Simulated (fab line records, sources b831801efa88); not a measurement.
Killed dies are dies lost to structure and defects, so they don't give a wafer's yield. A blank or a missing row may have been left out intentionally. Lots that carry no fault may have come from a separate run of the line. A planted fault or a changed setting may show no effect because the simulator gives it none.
Which tool was responsible? ; flow gf180mcu ; 18 wafers from 6 lots sampled at 2 of the route's 602 steps

== WHAT EACH GAUGE READ, for each wafer ==
GF_POLY_GATE_CD_MEAS_10 targets a cd of 280 nm.
lot;measured;on;cd-nm (nm)
L587;day 10 01:35;cd-sem-01;280.3 279.7 281.0
L589;day 10 15:37;cd-sem-01;280.1 279.8 280.6
L594;day 12 04:59;cd-sem-01;281.3 280.1 265.2
L598;day 13 07:31;cd-sem-01;281.5 266.4 267.2
L600;day 13 22:10;cd-sem-02;280.0 279.8 280.4
L606;day 15 14:09;cd-sem-02;277.8 278.6 279.6

== WHAT TOOL EACH LOT RAN ON (gives the tool, then ch and the chambers of the sampled wafers, and finally the start) ==
lot;GF_POLY_GATE_EXPOSE_07
L587;krf-scanner-02 ch 0, day 9 16:52
L589;krf-scanner-02 ch 0, day 10 06:40
L594;krf-scanner-02 ch 0, day 11 19:59
L598;krf-scanner-02 ch 0, day 12 21:36
L600;krf-scanner-01 ch 0, day 13 11:25
L606;krf-scanner-01 ch 0, day 15 03:22
- GF_POLY_GATE_EXPOSE_07: exposes mask Poly2, target cd 280 nm.

== THE ANSWER, worked out from the rows above alone ==
Rule: the usual values come from the lots themselves. The widest of any qualifying gaps counts: lots, ordered by their means at a reading, are off when they make up no more than a third of the lots, leave a main group of 4 or more, and stand apart from it by 3 or more times the standard deviation of that group's means. If all means in a main group match to the digits the tables above print for the reading, that group is not used. A lot without any number at a reading at which 4 lots or more have one is off too. The other lots that the step has rows for count as sound.
Off at GF_POLY_GATE_CD_MEAS_10 (cd-nm): L594, L598. Main group: mean 279.8 nm, sd 0.67.
A tool fits if, at a process step before that reading, it ran every lot that is off, and no sound lot after the first of them. Gauges at GF_POLY_GATE_CD_MEAS_10: tried the same way as those tools. Can't be told from this: 2 tools fit, krf-scanner-02 at GF_POLY_GATE_EXPOSE_07, cd-sem-01 at GF_POLY_GATE_CD_MEAS_10.

== WHAT THE SIMULATOR HAD PUT IN ==
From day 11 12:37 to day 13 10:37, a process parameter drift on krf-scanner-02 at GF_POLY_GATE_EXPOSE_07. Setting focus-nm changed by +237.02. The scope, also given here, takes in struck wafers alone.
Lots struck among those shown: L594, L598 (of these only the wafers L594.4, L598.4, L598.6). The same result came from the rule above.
